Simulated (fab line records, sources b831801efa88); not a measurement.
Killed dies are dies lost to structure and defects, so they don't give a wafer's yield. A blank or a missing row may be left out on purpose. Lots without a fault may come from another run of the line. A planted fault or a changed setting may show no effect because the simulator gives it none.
fab line records | flow sky130
record lots=6 wafers=18 last_day=50
route steps=708 shown LI_CONTACT@371 PAD_OPEN@708
lots that met no fault: from a run of the same line without faults
start_h: hours from the record's first day to the start of the lot's first wafer shown | wait_h: hours since the lot's step before | " the same as in the row above | L1.1+2: a row that stands for several wafers | - no value, or no start given | * or withheld: withheld | < > ~ a bound
route shown NAME@n: a module of which the file shows steps, and the number in the route of the first | usual: mean/standard deviation of fault-free wafers | same: alike in all rows | chamber/n: place in a boat | sites: the reading at each site | _std_site: their standard deviation | _edge_site: outer sites' mean less inner sites' | radius_mm: how far each site lies from the wafer's centre | mask NAME#n: copy n | behind: the tool/chamber that last shaped the wafer | hold: why the lot was held/for how many hours/how that ended | device: the transistor (n, p or np) that didn't switch | end of line: the same wafers' tests at the end of the route | a step without rows: its recipe alone | killed: dies lost to structure and defects at the first sort, not the wafer's yield | map: a wafer's dies, x killed, . not, _ none there
set.NAME: the setting as run; set.NAME@STEP: as run at that earlier step | model.NAME: the simulator's own value behind a step, which no gauge read
lots at some steps of the route; a table a step, a row a wafer
services: from which hour (start_h, from the record's first day; less than 0 if before it) a tool's chamber was out of use, for how many hours, and why
## steps
# step SKY_LI_CONTACT_EXPOSE_09
# recipe mask_id=LICM1 na=0.8 source_shape=annular sigma_inner=0.55 sigma_outer=0.85 target_cd_nm=170 dose_mj=38
# step SKY_LI_CONTACT_PEB_10
# recipe peb_temp_c=withheld peb_time_s=withheld resist=KrF-thick
# step SKY_LI_CONTACT_DEVELOP_11
# recipe develop_time_s=60 resist=KrF-thick dev_temp_c=21
# step SKY_LI_CONTACT_CD_MEAS_12
# recipe target_cd_nm=170
# usual cd_nm=170.1/1.3
# columns lot.wafer tool chamber start_h wait_h cd_nm
L640.1 cd_sem-02 - 753.02 - 168.4
L640.3 " - " " 170.4
L640.4 " - " " 169.2
L642.1 cd_sem-01 - 769.26 - 169.5
L642.2 " - " " 169.8
L642.4 " - " " 169.9
L644.3 cd_sem-02 - 777.81 - 169.5
L644.4 " - " " 169.9
L644.6 " - " " 171.1
L645.3 cd_sem-01 - 783.37 - 169.8
L645.5 " - " " 171.2
L645.6 " - " " 170.4
L653.1 cd_sem-01 - 833.42 - 170.2
L653.3 " - " " 169.5
L653.6 " - " " 169.4
L655.1 cd_sem-01 - 855.96 - 171.4
L655.3 " - " " 170.2
L655.6 " - " " 170.4
# step SKY_LI_CONTACT_OVL_MEAS_13
# usual LI_CONTACT_OVL=0/4.9
# columns lot.wafer tool chamber start_h wait_h LI_CONTACT_OVL[nm]
L640.1 overlay-01 - 753.14 0.1 2
L640.3 " - " " -3
L640.4 " - " " 0
L642.1 overlay-02 - 769.38 0.1 7
L642.2 " - " " 7
L642.4 " - " " 12
L644.3 overlay-02 - 777.90 0.1 4
L644.4 " - " " -2
L644.6 " - " " -1
L645.3 overlay-02 - 783.46 0.1 7
L645.5 " - " " 6
L645.6 " - " " 4
L653.1 overlay-01 - 833.54 0.1 -5
L653.3 " - " " -1
L653.6 " - " " -2
L655.1 overlay-01 - 856.08 0.1 0
L655.3 " - " " 7
L655.6 " - " " 0
# step SKY_LI_CONTACT_ETCH_14
# recipe chemistry=N2/H2 target=BARC ion_energy_ev=200 source_w=500 bias_w=100 pressure_mtorr=30 n2_flow_sccm=100 h2_flow_sccm=200 stop_on=SiO2 time_s=45.9 target_depth_a=600
# step SKY_LI_CONTACT_ETCH_15
# recipe target=PSG chemistry=C4F8/O2/Ar stop_on=Si taper_deg=4.15 mask_material=KrF-thick source_w=1559 bias_w=1200 pressure_mtorr=40 c4f8_flow_sccm=withheld O2_flow_sccm=6 Ar_flow_sccm=300 time_s=withheld target_depth_a=6000
# usual oes_product_au=0.837/0.005
# columns lot.wafer tool chamber start_h wait_h oes_product_au
L640.1 rie_diel-04 0 753.22 0.0 0.834
L640.3 " 1 " " 0.837
L640.4 " 2 " " 0.836
L642.1 rie_diel-02 0 769.46 0.0 0.848
L642.2 " 1 " " 0.833
L642.4 " 3 " " 0.839
L644.3 rie_diel-03 0 777.97 0.0 0.840
L644.4 " 1 " " 0.844
L644.6 " 3 " " 0.835
L645.3 rie_diel-03 2 783.53 0.0 0.838
L645.5 " 3 " " 0.828
L645.6 " 0 " " 0.850
L653.1 rie_diel-02 0 833.62 0.0 0.843
L653.3 " 2 " " 0.835
L653.6 " 1 " " 0.830
L655.1 rie_diel-03 3 856.16 0.0 0.842
L655.3 " 1 " " 0.841
L655.6 " 3 " " 0.830
# step SKY_LI_CONTACT_STRIP_16
# recipe chemistry=O2/N2 power_w=1400 pressure_mtorr=1500 platen_temp_c=withheld o2_flow_sccm=3000 n2_flow_sccm=300 overash_fraction=0.5
# usual drypump_motor_current_A=5.51/0.2 oes_product_au=0.375/0.0048 strip_time_to_endpoint_s=3.48/0.034
# columns lot.wafer tool chamber start_h wait_h drypump_motor_current_A oes_product_au rf_hours_counter_h strip_time_to_endpoint_s
L640.1 plasma_asher-03 0 753.30 - 5.27 0.386 92 3.40
L640.3 " 0 " " 5.25 0.372 - 3.43
L640.4 " 1 " " 5.75 0.376 - 3.49
L642.1 plasma_asher-03 0 769.54 - 5.26 0.376 94 3.49
L642.2 " 1 " " 5.76 0.372 94 3.47
L642.4 " 1 " " 5.73 0.371 - 3.46
L644.3 plasma_asher-01 0 778.08 - 5.57 0.375 - 3.49
L644.4 " 1 " " 5.46 0.371 - 3.47
L644.6 " 0 " " 5.56 0.377 - 3.50
L645.3 plasma_asher-03 1 783.65 - 5.74 0.375 - 3.48
L645.5 " 1 " " 5.75 0.377 - 3.47
L645.6 " 0 " " 5.28 0.372 - 3.47
L653.1 plasma_asher-02 0 833.70 - 5.78 0.373 7 3.50
L653.3 " 0 " " 5.78 0.378 - 3.53
L653.6 " 0 " " 5.77 0.374 - 3.46
L655.1 plasma_asher-01 1 856.24 - 5.46 0.377 75 3.52
L655.3 " 1 " " 5.45 0.376 - 3.49
L655.6 " 1 " " 5.44 0.375 - 3.51
# step SKY_LI_CONTACT_CLEAN_17
# recipe chemistry=NMP time_s=600 temp_c=60 dry=n2_spin
# step SKY_LI_CONTACT_PRE_CLEAN_18
# recipe gas=Ar time_s=5.6 bias_v=358
# step SKY_LI_CONTACT_SPUTTER_19
# recipe material=Ti target_thk_nm=20 chamber_pressure_pa=5 power_w=2500 substrate_temp_c=200 time_s=106.37
# usual throttle_valve_pct=30.0/0.99
# columns lot.wafer tool chamber start_h wait_h throttle_valve_pct
L640.1 pvd_sputter-03 - 753.60 0.0 30.4
L640.3 " - " " 32.2
L640.4 " - " " 29.4
L642.1 pvd_sputter-02 - 769.84 0.0 28.2
L642.2 " - " " 29.9
L642.4 " - " " 29.6
L644.3 pvd_sputter-02 - 778.35 0.0 29.8
L644.4 " - " " 30.8
L644.6 " - " " 31.1
L645.3 pvd_sputter-02 - 783.91 0.0 29.6
L645.5 " - " " 29.7
L645.6 " - " " 28.2
L653.1 pvd_sputter-02 - 834.01 0.0 31.3
L653.3 " - " " 29.9
L653.6 " - " " 29.8
L655.1 pvd_sputter-02 - 856.54 0.0 29.9
L655.3 " - " " 29.9
L655.6 " - " " 28.2
# step SKY_LI_CONTACT_SPUTTER_20
# recipe material=TiN target_thk_nm=20 chamber_pressure_pa=5 power_w=4000 time_s=80
# usual throttle_valve_pct=30.0/0.99
# columns lot.wafer tool chamber start_h wait_h throttle_valve_pct
L640.1 pvd_sputter-03 - 753.67 0.0 30.3
L640.3 " - " " 32.4
L640.4 " - " " 29.1
L642.1 pvd_sputter-02 - 769.91 0.0 28.1
L642.2 " - " " 29.9
L642.4 " - " " 29.7
L644.3 pvd_sputter-02 - 778.42 0.0 29.8
L644.4 " - " " 31.2
L644.6 " - " " 31.2
L645.3 pvd_sputter-02 - 783.98 0.0 29.4
L645.5 " - " " 29.7
L645.6 " - " " 27.9
L653.1 pvd_sputter-02 - 834.09 0.0 31.1
L653.3 " - " " 30.1
L653.6 " - " " 29.9
L655.1 pvd_sputter-02 - 856.61 0.0 29.7
L655.3 " - " " 30.0
L655.6 " - " " 28.3
# step SKY_LI_CONTACT_CVD_21
# recipe material=W target_thk_nm=400 time_s=120.56 temp_c=400 pressure_torr=40
# usual chamber_pressure_Torr=39.98/0.086 heater_power_w=824/53
# columns lot.wafer tool chamber start_h wait_h chamber_pressure_Torr heater_power_w model.W_of_LI_CONTACT_CVD_21.thk_nm
L640.1 cvd_w-02 0 753.73 0.0 40.02 762 402.1
L640.3 " 1 " " 40.11 778 409.2
L640.4 " 0 " " 40.08 753 402.1
L642.1 cvd_w-01 0 769.97 0.0 40.08 829 392.5
L642.2 " 1 " " 39.94 900 397.7
L642.4 " 1 " " 39.90 903 399.9
L644.3 cvd_w-01 0 778.52 0.1 32.99 811 363.9
L644.4 " 1 " " 32.89 895 363
L644.6 " 1 " " 32.93 902 365.8
L645.3 cvd_w-01 0 784.09 0.1 32.72 830 356.1
L645.5 " 0 " " 32.70 794 358.1
L645.6 " 1 " " 32.81 887 359.8
L653.1 cvd_w-02 1 834.15 0.0 39.97 770 409
L653.3 " 1 " " 39.94 793 408.2
L653.6 " 1 " " 40.00 781 407.8
L655.1 cvd_w-02 0 856.68 0.0 39.92 755 400.2
L655.3 " 0 " " 40.07 766 406.7
L655.6 " 1 " " 40.03 784 402.1
# step SKY_LI_CONTACT_RS_MEAS_22
# recipe thk_meas_gauge=four-point-probe reads=W_of_LI_CONTACT_CVD_21+TiN_of_LI_CONTACT_SPUTTER_20+Ti_of_LI_CONTACT_SPUTTER_19
# usual LI_CONTACT_W_RS=0.285/0.0047
# columns lot.wafer tool chamber start_h wait_h LI_CONTACT_W_RS[ohm/sq]
L640.1 film_metro-03 - 753.86 0.1 0.283
L640.3 " - " " 0.278
L640.4 " - " " 0.283
L642.1 film_metro-01 - 770.10 0.1 0.291
L642.2 " - " " 0.287
L642.4 " - " " 0.286
L644.3 film_metro-04 - 778.65 0.1 0.313
L644.4 " - " " 0.314
L644.6 " - " " 0.311
L645.3 film_metro-01 - 784.21 0.1 0.322
L645.5 " - " " 0.319
L645.6 " - " " 0.318
L653.1 film_metro-04 - 834.40 0.2 0.279
L653.3 " - " " 0.278
L653.6 " - " " 0.279
L655.1 film_metro-03 - 856.80 0.1 0.285
L655.3 " - " " 0.280
L655.6 " - " " 0.283
# step SKY_LI_CONTACT_THK_MEAS_23
# recipe thk_meas_gauge=xrf reads=W_of_LI_CONTACT_CVD_21
# usual LI_CONTACT_W_THK=400/7.4
# columns lot.wafer tool chamber start_h wait_h LI_CONTACT_W_THK[nm]
L640.1 film_metro-03 - 753.98 0.1 397
L640.3 " - " " 404
L640.4 " - " " 398
L642.1 film_metro-01 - 770.22 0.1 395
L642.2 " - " " 400
L642.4 " - " " 402
L644.3 film_metro-04 - 778.75 0.1 363
L644.4 " - " " 366
L644.6 " - " " 368
L645.3 film_metro-01 - 784.31 0.1 359
L645.5 " - " " 358
L645.6 " - " " 362
L653.1 film_metro-04 - 834.52 0.1 413
L653.3 " - " " 415
L653.6 " - " " 411
L655.1 film_metro-03 - 856.92 0.1 396
L655.3 " - " " 400
L655.6 " - " " 396
# step SKY_LI_CONTACT_CMP_24
# recipe stop_on=PSG t_overpolish_s=20 down_force_psi=3.5 platen_rpm=60 target_thk_nm=0 pad_velocity_m_s=0.94248
# usual head_pressure_psi=3.500/0.0077 motor_current_A=11.2/0.95
# columns lot.wafer tool chamber start_h wait_h head_pressure_psi motor_current_A
L640.4 cmp-01 0 754.04 0.0 3.503 11.6
L640.3 " 2 " " 3.499 10.3
L640.1 " 3 " " 3.488 12.6
L642.4 cmp-01 2 770.41 0.1 3.507 10.7
L642.2 " 0 " " 3.504 11.4
L642.1 " 1 " " 3.497 12.5
L644.4 cmp-02 3 778.84 0.1 3.494 11.3
L644.3 " 1 " " 3.496 10.7
L644.6 " 3 " " 3.507 11.4
L645.3 cmp-01 1 784.50 0.2 3.498 12.2
L645.6 " 2 " " 3.498 10.1
L645.5 " 3 " " 3.500 12.7
L653.3 cmp-01 0 834.68 0.1 3.512 10.8
L653.1 " 1 " " 3.503 13.2
L653.6 " 3 " " 3.505 12.3
L655.3 cmp-01 0 856.98 0.0 3.485 11.2
L655.1 " 1 " " 3.500 12.2
L655.6 " 0 " " 3.512 11.1
# step SKY_PAD_OPEN_PROBE_99
# usual killed_at_M0_to_M3=42/7.5 killed_at_M4_up=3.2/1.7 killed_at_contacts=24/5.1 killed_at_front_end=15/4.1 killed_at_other=0.3/0.58 killed_dies=85/8.9 killed_on_rim=17/3.9 killed_open=46/6.4 killed_short=39/6
# same gross_dies=492 killed_at_back_side=0
# columns lot.wafer tool chamber start_h wait_h killed_at_M0_to_M3 killed_at_M4_up killed_at_contacts killed_at_front_end killed_at_other killed_dies killed_on_rim killed_open killed_short
L640.1 prober-01 - 1130.76 0.1 43 8 26 18 0 95 19 52 42
L640.3 prober-01 - 1130.86 0.2 45 4 30 9 0 88 18 48 39
L640.4 prober-01 - 1130.91 0.2 52 5 20 22 0 99 18 49 48
L642.1 prober-02 - 1142.44 0.1 38 3 23 24 0 88 18 52 36
L642.2 prober-02 - 1142.49 0.1 46 8 25 16 0 95 17 52 43
L642.4 prober-02 - 1142.59 0.2 43 4 19 20 0 86 16 53 33
L653.1 prober-01 - 1184.65 0.1 31 4 24 18 1 78 16 35 43
L653.3 prober-01 - 1184.75 0.2 35 2 25 14 0 76 20 50 26
L653.6 prober-01 - 1184.90 0.2 32 1 28 20 0 81 20 48 33
# killed by level:class
L640.1 CONTACT:geometric_particle:open=11 VIA1:geometric_particle:open=10 LI_CONTACT:geometric_particle:open=8 FIELD_ISO:geometric_particle:short=5 CONTACT:geometric_particle:short=5 VIA2:geometric_particle:open=5 VIA3:geometric_particle:short=5 POLY_GATE:geometric_particle:open=4
L640.3 CONTACT:geometric_particle:open=13 LOCAL_INTERCONNECT:geometric_particle:short=8 VIA1:geometric_particle:open=8 METAL3:geometric_particle:short=7 VIA2:geometric_particle:open=7 CONTACT:geometric_particle:short=5 METAL1:geometric_particle:short=5 VIA3:geometric_particle:open=5
L640.4 VIA1:geometric_particle:open=15 METAL2:geometric_particle:short=8 VIA3:geometric_particle:open=7 LI_CONTACT:geometric_particle:open=6 CONTACT:geometric_particle:short=5 VIA1:geometric_particle:short=5 FIELD_ISO:geometric_particle:short=4 POLY_GATE:geometric_particle:open=4
L642.1 VIA2:geometric_particle:open=11 CONTACT:geometric_particle:open=9 VIA1:geometric_particle:open=7 LI_CONTACT:geometric_particle:open=6 POLY_GATE:geometric_particle:short=5 FIELD_ISO:geometric_particle:open=4 POLY_GATE:geometric_particle:open=4 VIA2:geometric_particle:short=4
L642.2 VIA1:geometric_particle:open=18 CONTACT:geometric_particle:open=12 VIA2:geometric_particle:open=6 METAL4:geometric_particle:short=6 METAL2:geometric_particle:short=6 LI_CONTACT:geometric_particle:open=5 CONTACT:geometric_particle:short=5 POLY_GATE:geometric_particle:short=4
L642.4 VIA1:geometric_particle:open=12 CONTACT:geometric_particle:open=8 VIA2:geometric_particle:open=8 FIELD_ISO:geometric_particle:open=6 LI_CONTACT:geometric_particle:open=5 METAL3:geometric_particle:short=5 FIELD_ISO:geometric_particle:short=4 POLY_GATE:geometric_particle:open=4
L653.1 CONTACT:geometric_particle:open=10 METAL2:geometric_particle:short=8 LI_CONTACT:geometric_particle:open=7 FIELD_ISO:geometric_particle:short=6 FIELD_ISO:geometric_particle:open=4 VIA1:geometric_particle:open=4 LOCAL_INTERCONNECT:geometric_particle:short=4 VIA2:geometric_particle:short=4
L653.3 CONTACT:geometric_particle:open=10 VIA1:geometric_particle:open=10 LI_CONTACT:geometric_particle:open=8 VIA3:geometric_particle:open=5 FIELD_ISO:geometric_particle:short=5 METAL2:geometric_particle:short=5 VIA2:geometric_particle:open=5 FIELD_ISO:geometric_particle:open=4
L653.6 CONTACT:geometric_particle:open=17 VIA1:geometric_particle:open=9 FIELD_ISO:geometric_particle:open=7 FIELD_ISO:geometric_particle:short=6 LI_CONTACT:geometric_particle:open=5 METAL2:geometric_particle:short=5 VIA3:geometric_particle:open=4 POLY_GATE:geometric_particle:open=3
## services
# columns tool chamber start_h hours kind
rie_diel-03 0 731.74 13.9 repair
plasma_asher-02 - 732.05 2.8 pm
pvd_sputter-03 - 733.10 0.9 repair
plasma_asher-02 - 734.80 9.0 pm
rie_diel-03 1 742.75 6.4 repair
cmp-02 - 744.17 4.0 pm
plasma_asher-02 - 756.85 15.6 pm
cvd_w-01 - 757.41 1.9 repair
rie_diel-04 - 757.83 1.7 repair
cvd_w-02 0 757.96 16.1 repair
plasma_asher-03 - 763.55 2.8 pm
rie_diel-03 0 780.06 2.7 repair
rie_diel-03 - 784.57 0.8 repair
plasma_asher-03 - 803.37 1.1 repair
cmp-02 - 811.72 0.6 repair
pvd_sputter-03 2 824.69 - consumable_replace:kit
pvd_sputter-03 2 824.69 18.0 scheduled_down
pvd_sputter-03 2 824.69 18.0 vent_cycle
cmp-02 - 826.25 9.9 pm
cvd_w-02 0 826.76 10.5 repair
rie_diel-03 - 827.90 0.7 repair
rie_diel-02 3 828.22 7.1 repair
cmp-02 - 844.75 4.9 repair
cvd_w-02 - 855.22 0.8 repair
## key
first_sign step=SKY_LI_CONTACT_CVD_21 reading=chamber_pressure_Torr direction=down sigmas=83 usual=39.98 struck=32.84
effect step=SKY_LI_CONTACT_RS_MEAS_22 reading=LI_CONTACT_W_RS direction=up sigmas=6.6 usual=0.285 struck=0.316
effect step=SKY_LI_CONTACT_THK_MEAS_23 reading=LI_CONTACT_W_THK direction=down sigmas=5.1 usual=400 struck=363
model_effect step=SKY_LI_CONTACT_CVD_21 value=W_of_LI_CONTACT_CVD_21.thk_nm without=398.3 struck=361.1
met_at SKY_LI_CONTACT_CVD_21
struck_wafers L644.3,L644.4,L644.6,L645.3,L645.5,L645.6
tester_left_out L644,L645
onset_between 769.97 778.52
fault kind=process_parameter_drift tool=cvd_w-01 chamber=- onset_h=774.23 steps=SKY_LI_CONTACT_CVD_21 channel=pressure_torr offset=-7.1233 shape=step end_h=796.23 acts_in=these_recipes_only stated=40
# tester_left_out: of these lots the tester's yield and bins aren't shown, on N5 and GAA mostly nor the transistor test; their killed dies are dies lost to structure and defects alone, not to doping, threshold or leakage, so they don't give the yield
